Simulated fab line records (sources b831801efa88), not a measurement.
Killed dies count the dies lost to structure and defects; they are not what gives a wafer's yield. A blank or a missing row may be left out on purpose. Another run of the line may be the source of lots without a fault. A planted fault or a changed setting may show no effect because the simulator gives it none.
Chamber matching + flow gf180mcu + 4 sister chambers for GF_V1_CMP_04 on cmp-01
The step polishes SiO2. 7 wafers are shown with their chamber, then 7 later ones without.

== WAFERS PAIRED WITH THEIR CHAMBERS ==
| wafer  | chamber | motorCurrentA (A) | timeToEndpointS (s) |
|--------|---------|-------------------|---------------------|
| L216.6 | 0       | 10.6              | 77                  |
| L219.3 | 0       | 12.0              | 70                  |
| L221.1 | 1       | 13.2              | 71                  |
| L221.2 | 2       | 12.8              | 76                  |
| L221.5 | 3       | 12.0              | 81                  |
| L222.1 | 1       | 13.4              | 73                  |
| L222.2 | 3       | 12.7              | 78                  |

== WAFERS WHOSE CHAMBER IS MISSING ==
| wafer  | motorCurrentA (A) | timeToEndpointS (s) |
|--------|-------------------|---------------------|
| L222.4 | 11.9              | 76                  |
| L226.2 | 11.2              | 77                  |
| L226.4 | 13.0              | 84                  |
| L226.5 | 12.9              | 78                  |
| L230.1 | 12.2              | 72                  |
| L230.2 | 13.3              | 76                  |
| L230.3 | 11.5              | 71                  |

== WHICH CHAMBER EACH WENT THROUGH ==
| wafer  | from the rows above               | in truth |
|--------|-----------------------------------|----------|
| L222.4 | can't be placed: 0 or 3 or 2 or 1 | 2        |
| L226.2 | can't be placed: 0 or 3 or 2      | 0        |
| L226.4 | can't be placed: 3 or 2           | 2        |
| L226.5 | can't be placed: 2 or 3 or 1      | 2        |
| L230.1 | can't be placed: 0 or 2 or 1 or 3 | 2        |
| L230.2 | can't be placed: 2 or 1 or 3      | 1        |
| L230.3 | can't be placed: 0 or 2 or 1      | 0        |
Correct placement for 0 of the 7. Can't be placed from these rows: 7 (the true chamber is among the candidates in 7). Placed wrongly: 0.
How it was worked out, from the rows above alone: a wafer's distance from a chamber is the root of the sum, over the readings, of the square of ((its reading less the chamber's mean) divided by the reading's scatter). The wafer belongs to the nearest chamber; if the next one is less than 2 further off, it can't be placed. For every chamber, the mean is computed from those of its wafers that are shown. How the scatter is found: for the shown wafers, subtract from each reading the mean of its chamber, square and add these, divide the total by (wafers less chambers), then take the root.
